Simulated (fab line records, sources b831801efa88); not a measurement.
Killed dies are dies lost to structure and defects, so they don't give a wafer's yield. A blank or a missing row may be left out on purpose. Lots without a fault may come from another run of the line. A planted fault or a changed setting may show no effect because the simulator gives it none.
One fault seen from 2 desks | flow gf180mcu | each desk has only its own numbers; what lay behind them comes last

THE METROLOGY DESK
What the gauges read, lot by lot, whatever tool the lot ran on: means of the sampled wafers that have a number. A lot is out of limits, marked OUT, if its mean lies more than 4 standard deviations from the usual mean; the brackets give that distance.
Columns: A = V2_CVD_02_THK at GF_V2_THK_MEAS_03, usual 856 nm; B = cd_nm at GF_V2_CD_MEAS_14, usual 259.9 nm
lot  | first seen here | A             | B
L742 | day 19 15:13    | 850           | 259.7
L743 | day 19 16:10    | 851           | 258.7
L745 | day 20 18:20    | 852           | 259.9
L746 | day 21 00:46    | 859           | 259.4
L747 | day 21 02:06    | 847           | 259.6
L748 | day 21 15:23    | 851           | 261.8
L749 | day 21 23:35    | 873           | 261.4
L751 | day 22 14:28    | 858           | 260.7
L753 | day 23 10:34    | 483 (-29) OUT | 260.7
L754 | day 23 14:38    | 863           | 259.4
L757 | day 24 13:57    | 490 (-28) OUT | 258.8
L759 | day 25 08:26    | 861           | 260.1
L762 | day 26 04:29    | 857           | 259.2
L764 | day 26 17:56    | 841           | 258.8
This desk's finding: out of limits on L753, L757; first on L753, day 23 10:34 (V2_CVD_02_THK at GF_V2_THK_MEAS_03). In limits: L742, L743, L745, L746, L747, L748, L749, L751, L754, L759, L762, L764.

THE TOOL OWNER'S DESK: pecvd-03
The tool's own readings at GF_V2_CVD_02 (deposits SiO2 from TEOS, target thk 850 nm, time 94.851 s): means of the sampled wafers that have a number, for each lot that ran on this tool. A lot is out of limits, marked OUT, if its mean lies more than 4 standard deviations from the usual mean; the brackets give that distance.
Columns: A = heater_power_w at GF_V2_CVD_02, usual 746 W
lot  | first seen here | A
L748 | day 21 15:19    | 771
L753 | day 23 10:29    | 697
L757 | day 24 13:52    | 694
This desk's finding: nothing out of limits on any of the 3 lots.

PUT TOGETHER
The metrology desk could have raised an alarm at day 23 10:34, on L753, L757.
The tool owner's desk saw nothing out of limits.
The tool owner's desk has L753, L757 on record, within its limits.
Of the lots named, all ran GF_V2_CVD_02 on pecvd-03.

WHAT THE SIMULATOR HAD PUT IN
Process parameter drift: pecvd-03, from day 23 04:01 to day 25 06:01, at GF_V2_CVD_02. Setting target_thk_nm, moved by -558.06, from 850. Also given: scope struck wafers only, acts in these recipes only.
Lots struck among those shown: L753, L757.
Hours from the fault's start to each desk's first reading out of limits: the metrology desk, 7.
